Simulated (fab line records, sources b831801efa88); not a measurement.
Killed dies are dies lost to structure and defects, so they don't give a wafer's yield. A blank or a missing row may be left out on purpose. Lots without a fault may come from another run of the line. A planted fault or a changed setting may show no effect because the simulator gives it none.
Chamber matching | flow sky130 | SKY_CAP2M_CVD_00 on pecvd-02: 3 sister chambers
The step deposits SiO2, target thk 15.5 nm. 6 wafers are shown with their chamber, then 12 later ones without.

WAFERS WITH THEIR CHAMBER
wafer  | chamber | heater_power_outer_w (W) | heater_power_w (W)
L084.6 | 1       | 558                      | 900
L086.4 | 0       | 426                      | 724
L086.5 | 2       | 455                      | 769
L087.2 | 0       | 386                      | 678
L087.4 | 1       | 481                      | 791
L087.6 | 2       | 397                      | 680

WAFERS WITHOUT THEIR CHAMBER
wafer  | heater_power_outer_w (W) | heater_power_w (W)
L091.1 | 556                      | 883
L091.4 | 553                      | 886
L091.5 | 438                      | 750
L092.4 | 589                      | 916
L092.5 | 468                      | 786
L092.6 | 474                      | 777
L094.1 | 448                      | 744
L094.2 | 553                      | 871
L094.4 | 433                      | 742
L096.3 | 455                      | 788
L096.5 | 463                      | 778
L096.6 | 467                      | 762

WHICH CHAMBER EACH WENT THROUGH
wafer  | from the rows above          | in truth
L091.1 | 1                            | 1
L091.4 | 1                            | 1
L091.5 | can't be placed: 2 or 0 or 1 | 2
L092.4 | 1                            | 1
L092.5 | can't be placed: 2 or 1 or 0 | 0
L092.6 | can't be placed: 2 or 1 or 0 | 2
L094.1 | can't be placed: 2 or 0 or 1 | 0
L094.2 | 1                            | 1
L094.4 | can't be placed: 2 or 0      | 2
L096.3 | can't be placed: 2 or 1 or 0 | 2
L096.5 | can't be placed: 2 or 1 or 0 | 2
L096.6 | can't be placed: 2 or 0 or 1 | 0
Placed correctly: 4 of 12. Can't be placed from these rows: 8 (the true chamber is among the candidates in 8). Placed wrongly: 0.
How it was worked out, from the rows above alone: a wafer's distance from a chamber is the root of the sum, over the readings, of the square of ((its reading less the chamber's mean) divided by the reading's scatter). The wafer belongs to the nearest chamber; if the next one is less than 2 further off, it can't be placed. A chamber's mean is the mean of its shown wafers. The scatter: the root of (the sum of the squares of (reading less its chamber's mean) over the shown wafers, divided by (wafers less chambers)).
